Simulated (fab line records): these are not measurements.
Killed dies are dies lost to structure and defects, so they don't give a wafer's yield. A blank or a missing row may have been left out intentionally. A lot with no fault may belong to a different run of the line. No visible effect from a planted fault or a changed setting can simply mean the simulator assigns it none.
What tool caused it? ; flow sky130 ; 15 lots with 45 wafers sampled at 2 steps, on a route of 708 steps

== WHAT THE GAUGES SHOWED, per wafer ==
SKY_VT_ADJUST_HVTR_OVL_MEAS_08.
lot;measured;on;VT_ADJUST_HVTR_OVL (nm)
L901;day 9 06:16;overlay-02;-2.0 -1.1 -2.0
L902;day 9 11:32;overlay-01;2.2 2.2 -1.3
L903;day 9 20:34;overlay-01;-0.6 0.7 -0.3
L904;day 10 03:28;overlay-01;-0.3 0.7 -0.8
L905;day 10 11:47;overlay-01;2.7 2.4 0.7
L906;day 10 18:39;overlay-01;0.5 1.0 0.0
L909;day 11 19:56;overlay-01;-91.4 -89.0 -91.3 -91.4 -89.3 -91.9
L910;day 13 03:16;overlay-02;-90.9 -89.7 -90.2 -91.4 -90.2 -90.4
L912;day 13 05:39;overlay-02;-88.5 -88.7 -88.2 -88.9 -88.8 -88.6
L916;day 14 05:46;overlay-02;-0.7 -0.1 -0.4
L917;day 14 13:05;overlay-01;-1.1 -0.8 -0.5
L920;day 15 03:31;overlay-02;-2.0 -1.2 -0.7
L921;day 15 17:47;overlay-01;0.1 0.8 -0.4
L923;day 16 05:53;overlay-01;-0.1 -1.2 -0.3
L924;day 16 08:03;overlay-02;-3.3 -1.8 -3.1

== EACH LOT AND THE TOOL THAT RAN IT (in order: tool; ch and the chambers of the sampled wafers; start) ==
lot;SKY_VT_ADJUST_HVTR_EXPOSE_04
L901;iline_stepper-01 ch 0, day 8 20:32
L902;iline_stepper-02 ch 0, day 9 02:02
L903;iline_stepper-01 ch 0, day 9 09:58
L904;iline_stepper-01 ch 0, day 9 16:55
L905;iline_stepper-01 ch 0, day 10 01:01
L906;iline_stepper-01 ch 0, day 10 06:39
L909;iline_stepper-01 ch 0, day 11 08:19
L910;iline_stepper-01 ch 0, day 12 14:29
L912;iline_stepper-01 ch 0, day 12 17:01
L916;iline_stepper-02 ch 0, day 13 16:31
L917;iline_stepper-02 ch 0, day 14 00:01
L920;iline_stepper-02 ch 0, day 14 13:44
L921;iline_stepper-02 ch 0, day 15 04:32
L923;iline_stepper-02 ch 0, day 15 16:20
L924;iline_stepper-02 ch 0, day 15 18:26
- SKY_VT_ADJUST_HVTR_EXPOSE_04: exposes mask HVTRM, target cd 380 nm.

== AS READ BY THE TOOLS THEMSELVES (means over the sampled wafers that have a number; for cases with no such wafer, the mark the record gives instead) ==
The record holds no such reading with a usual standard deviation.

== THE ANSWER, worked out from the rows above alone ==
Rule: what is usual is taken from the lots themselves. The widest of any qualifying gaps counts: lots, ordered by their means at a reading, are off when they make up no more than a third of the lots, leave a main group of 4 or more, and stand apart from it by 3 or more times the standard deviation of that group's means. If all means in a main group match to the digits the tables above print for the reading, that group is not used. Also off: a lot with no number at a reading for which 4 or more lots have one. Where the step has rows for the other lots, those lots are counted as sound. Order of review: gauges by route order, followed by the tools' own readings, for which a lot's mean as printed above is used. The first step at which some lot is off is used, and at that step the reading that is off furthest; a lot without a number counts as furthest.
Off: at SKY_VT_ADJUST_HVTR_OVL_MEAS_08 (VT_ADJUST_HVTR_OVL), L909, L910, L912. For the main group the mean is -0.3 nm and the standard deviation 1.2.
If a tool, at a process step before that reading, ran all the lots that are off and no sound lot after the first of them, it fits. The gauges at SKY_VT_ADJUST_HVTR_OVL_MEAS_08 are tried like those tools. One candidate fits, namely iline_stepper-01 at SKY_VT_ADJUST_HVTR_EXPOSE_04. Its last sound lot is L906 (day 10 06:39), its first lot that is off L909 (day 11 08:19): a fault that began between those two fits.

== WHAT WAS PUT IN BY THE SIMULATOR ==
Scanner matching overlay: iline_stepper-01, from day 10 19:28 on, at SKY_VT_ADJUST_HVTR_EXPOSE_04. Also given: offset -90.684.
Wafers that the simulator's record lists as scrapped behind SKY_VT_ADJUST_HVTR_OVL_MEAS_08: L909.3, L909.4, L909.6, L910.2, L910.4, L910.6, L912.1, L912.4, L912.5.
Struck lots among those shown: L909, L910, L912. The rule above reached the same finding.
